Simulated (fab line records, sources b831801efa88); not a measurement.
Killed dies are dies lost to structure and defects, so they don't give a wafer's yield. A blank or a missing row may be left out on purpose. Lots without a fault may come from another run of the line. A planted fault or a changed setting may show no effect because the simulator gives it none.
Which tool did it? | flow gf180mcu | 13 lots, 39 wafers sampled, at 3 steps of a route of 602

WHAT THE GAUGES READ, wafer by wafer
GF_VT_IMPLANT_TW_MEAS_43.
lot  | measured     | on            | VT_IMPLANT_4_TW
L635 | day 7 08:56  | film_metro-04 | 690 693 690
L637 | day 8 02:47  | film_metro-04 | 688 681 685
L641 | day 9 02:00  | film_metro-03 | 700 694 695
L642 | day 9 14:08  | film_metro-03 | 698 696 700
L644 | day 10 13:04 | film_metro-03 | 690 689 689
L645 | day 10 21:05 | film_metro-04 | 684 684 684
L647 | day 11 07:23 | film_metro-04 | 681 680 681
L648 | day 11 08:02 | film_metro-04 | 682 680 682
L652 | day 12 10:47 | film_metro-04 | 622 622 622
L653 | day 12 12:28 | film_metro-01 | 681 685 684
L654 | day 12 21:13 | film_metro-03 | 630 623 628
L657 | day 13 17:14 | film_metro-04 | 681 679 678
L658 | day 13 22:24 | film_metro-03 | 696 697 692

GF_POLY_GATE_CD_MEAS_18.
lot  | measured     | on        | cd_nm (nm)
L635 | day 9 02:31  | cd_sem-01 | 278.7 277.2 279.8
L637 | day 9 21:00  | cd_sem-01 | 280.8 278.1 280.3
L641 | day 10 21:56 | cd_sem-01 | 279.3 279.1 277.8
L642 | day 11 08:31 | cd_sem-01 | 279.7 278.1 279.2
L644 | day 12 13:51 | cd_sem-02 | 279.4 282.0 280.1
L645 | day 12 20:31 | cd_sem-02 | 279.1 277.3 278.9
L647 | day 13 04:57 | cd_sem-01 | 281.3 280.5 281.6
L648 | day 13 05:09 | cd_sem-01 | 280.2 276.5 279.0
L652 | day 14 15:28 | cd_sem-01 | 280.7 280.2 278.4
L653 | day 14 15:28 | cd_sem-02 | 279.1 277.0 281.1
L654 | day 15 02:32 | cd_sem-02 | 276.0 277.4 279.0
L657 | day 16 00:29 | cd_sem-01 | 282.3 283.2 282.4
L658 | day 16 10:05 | cd_sem-02 | 280.7 280.5 278.8

WHICH TOOL RAN EACH LOT (tool, then ch and the chambers of the sampled wafers, then the start)
lot  | GF_VT_IMPLANT_IMPLANT_41
L635 | implanter-03 ch 0, day 7 08:41
L637 | implanter-03 ch 0, day 8 02:32
L641 | implanter-02 ch 0, day 9 01:47
L642 | implanter-03 ch 0, day 9 13:53
L644 | implanter-02 ch 0, day 10 12:50
L645 | implanter-04 ch 0, day 10 20:51
L647 | implanter-04 ch 0, day 11 07:08
L648 | implanter-03 ch 0, day 11 07:48
L652 | implanter-03 ch 0, day 12 10:32
L653 | implanter-04 ch 0, day 12 12:13
L654 | implanter-03 ch 0, day 12 21:00
L657 | implanter-04 ch 0, day 13 16:53
L658 | implanter-04 ch 0, day 13 22:11
- GF_VT_IMPLANT_IMPLANT_41

WHAT THE TOOLS THEMSELVES READ (means of the sampled wafers that have a number; where no wafer has one, the mark that the record gives instead)
GF_VT_IMPLANT_IMPLANT_41.
lot  | tool         | beam_energy_keV | end_station_pressure_torr (Torr)
L635 | implanter-03 | 69.988          | 4.79e-06
L637 | implanter-03 | 69.999          | 4.90e-06
L641 | implanter-02 | 69.999          | 5.18e-06
L642 | implanter-03 | 69.994          | 4.88e-06
L644 | implanter-02 | 70.024          | 5.10e-06
L645 | implanter-04 | 70.010          | 4.93e-06
L647 | implanter-04 | 69.999          | 5.13e-06
L648 | implanter-03 | 70.005          | 5.21e-06
L652 | implanter-03 | 49.634          | 5.30e-06
L653 | implanter-04 | 69.996          | 5.04e-06
L654 | implanter-03 | 49.630          | 4.97e-06
L657 | implanter-04 | 69.994          | 4.64e-06
L658 | implanter-04 | 69.995          | 4.76e-06

THE ANSWER, worked out from the rows above alone
Rule: what is usual is taken from the lots themselves. Put in order of their means at a reading, lots are off if they are a third of the lots or fewer, leave a main group of 4 or more, and stand apart from it by a gap of 3 or more times the standard deviation of the main group's means; of several such gaps the widest counts. A main group whose means are all the same, to the digits that the tables above print for the reading, isn't used. A lot without any number at a reading at which 4 lots or more have one is off too. The other lots that the step has rows for count as sound. The gauges are gone through in route order, then the tools' own readings, and for those a lot's mean is taken as printed above. The first step at which some lot is off is used, and at that step the reading that is off furthest; a lot without a number counts as furthest.
Off: L652, L654, at GF_VT_IMPLANT_TW_MEAS_43 (VT_IMPLANT_4_TW). The main group: mean 688, standard deviation 6.4.
A tool fits if, at a process step before that reading, it ran every lot that is off, and no sound lot after the first of them. The gauges at GF_VT_IMPLANT_TW_MEAS_43 aren't tried: what is off there is off at GF_VT_IMPLANT_IMPLANT_41 too, on other tools, and a gauge's error can't cause that. One fits: implanter-03 at GF_VT_IMPLANT_IMPLANT_41. Its last sound lot is L648 (day 11 07:48), its first lot that is off L652 (day 12 10:32): a fault that began between those two fits.
The tool's own readings at GF_VT_IMPLANT_IMPLANT_41 bear it out: on the lots that are off they differ by more than 5 times the standard deviation of the sound lots' means. beam_energy_keV reads 49.632 there against 70.000 on the sound lots.

WHAT THE SIMULATOR HAD PUT IN
Process parameter drift: implanter-03, from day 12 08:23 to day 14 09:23, at GF_VT_IMPLANT_IMPLANT_41. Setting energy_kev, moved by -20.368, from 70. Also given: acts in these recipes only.
Lots struck among those shown: L652, L654. The rule above found the same.
